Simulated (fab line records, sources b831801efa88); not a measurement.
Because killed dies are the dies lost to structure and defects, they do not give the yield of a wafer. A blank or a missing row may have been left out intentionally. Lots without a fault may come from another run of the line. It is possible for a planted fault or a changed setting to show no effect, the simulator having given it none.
Code-filled problem report in 8D (eight disciplines) form    flow sky130    the parts of the form that need people (team, actions taken, sign-off) are left out

== 1. THE PROBLEM ==
Wafers without a fault read 3.2, standard deviation 1.8; killed_at_M4_up at SKY_PAD_OPEN_PROBE_99 reads a mean of 61.7 on 9 wafers belonging to 3 lots. Measured from the usual mean, that is +32 standard deviations.
First observed at day 48 23:44: wafer L414.1, on prober-01. At this step, 21 wafers from 7 lots have a number in the record. Rule for "out" (also "out of limits"): further than 4 standard deviations from the usual mean. The rest of the wafers with a number are treated as sound.

== 2. WHAT IT IS; WHAT IT IS NOT ==
question                     is                      is not
which readings at this step  killed_at_M4_up         killed_at_front_end, killed_at_other, killed_short, sort_bin_6_memory
which lots                   L414, L417, L418        L404, L411, L421, L423
which wafers of those lots   all that have a number  -
read on which tools          prober-01, prober-02    -
when                         from day 48 23:44       up to then (6 sound wafers); but 6 sound wafers of L421, L423 came after

== 3. THE SUSPECTS, EACH WITH WHAT RULES IT OUT ==
Counting: any tool at a process step up to the reading is kept as a suspect provided that every lot that is out went through it and no sound lot did after the first of them.
- rie_metal-03 at SKY_METAL4_DESCUM_15 (chemistry O2, time 8 s): kept. It ran every lot that is out, first L414 (day 45 06:43), and no sound lot after that.
- pvd_sputter-03 at SKY_METAL5_SPUTTER_02 (material AlCu, target thk 1150 nm, time 61.2 s): kept. All lots that are out passed through it, beginning with L414 at day 46 14:20, and no sound lot followed; its final sound lot before that point was L404 at day 43 06:40.
The count leaves pvd_sputter-03 at SKY_METAL5_SPUTTER_02 and rie_metal-03 at SKY_METAL4_DESCUM_15.

== 4. THE CAUSE (what the simulator had put in) ==
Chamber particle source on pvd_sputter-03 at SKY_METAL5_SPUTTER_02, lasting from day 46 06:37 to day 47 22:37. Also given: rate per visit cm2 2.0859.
Counting left 2 suspects, and this tool is among them.

== 5. THE CHAIN OF EFFECTS, in route order ==
Each row: a reading where the mean over the struck wafers with a number is more than 3 standard deviations away from the usual. Only readings for which the record gives a usual standard deviation are gone through. hours: the time from each lot's start at the first step in this table that gives one to its start at this step, as a median over the lots. sigmas: the change in usual standard deviations.
hours  step                   reading               usual   on struck wafers  change  sigmas
0      SKY_PAD_OPEN_PROBE_99  defect_limited_yield  82.1 %  72.9              -9.2    -5.1
0      SKY_PAD_OPEN_PROBE_99  killed_at_M4_up       3.2     61.7              +58.5   +32
0      SKY_PAD_OPEN_PROBE_99  killed_dies           88      133               +45     +5.2
0      SKY_PAD_OPEN_PROBE_99  sort_bin_3_pad_short  0.9 %   4.5               +3.6    +9.0
0      SKY_PAD_OPEN_PROBE_99  sort_bin_5_function   10.8 %  16.1              +5.3    +3.5
0      SKY_PAD_OPEN_PROBE_99  sort_n_pass           404     359               -45     -5.2
0      SKY_PAD_OPEN_PROBE_99  sort_yield_pct        82.1 %  72.9              -9.2    -5.1
Here are the process steps it includes:
- SKY_PAD_OPEN_PROBE_99

== 6. HOW IT WOULD HAVE BEEN CAUGHT EARLIER ==
In this record no reading fell out of limits until day 48 23:44, 65 hours after the fault had begun at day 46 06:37.
An alarm limit of 4 standard deviations would not have fired on the tool readings at SKY_METAL5_SPUTTER_02 for which the record gives a usual standard deviation, since none of them was out on any struck wafer.
By day 48 23:44 the whole set of lots that are out, 3 in number, had already begun SKY_METAL5_SPUTTER_02 on pvd_sputter-03. Holding the tool at that point would not have protected any of them.
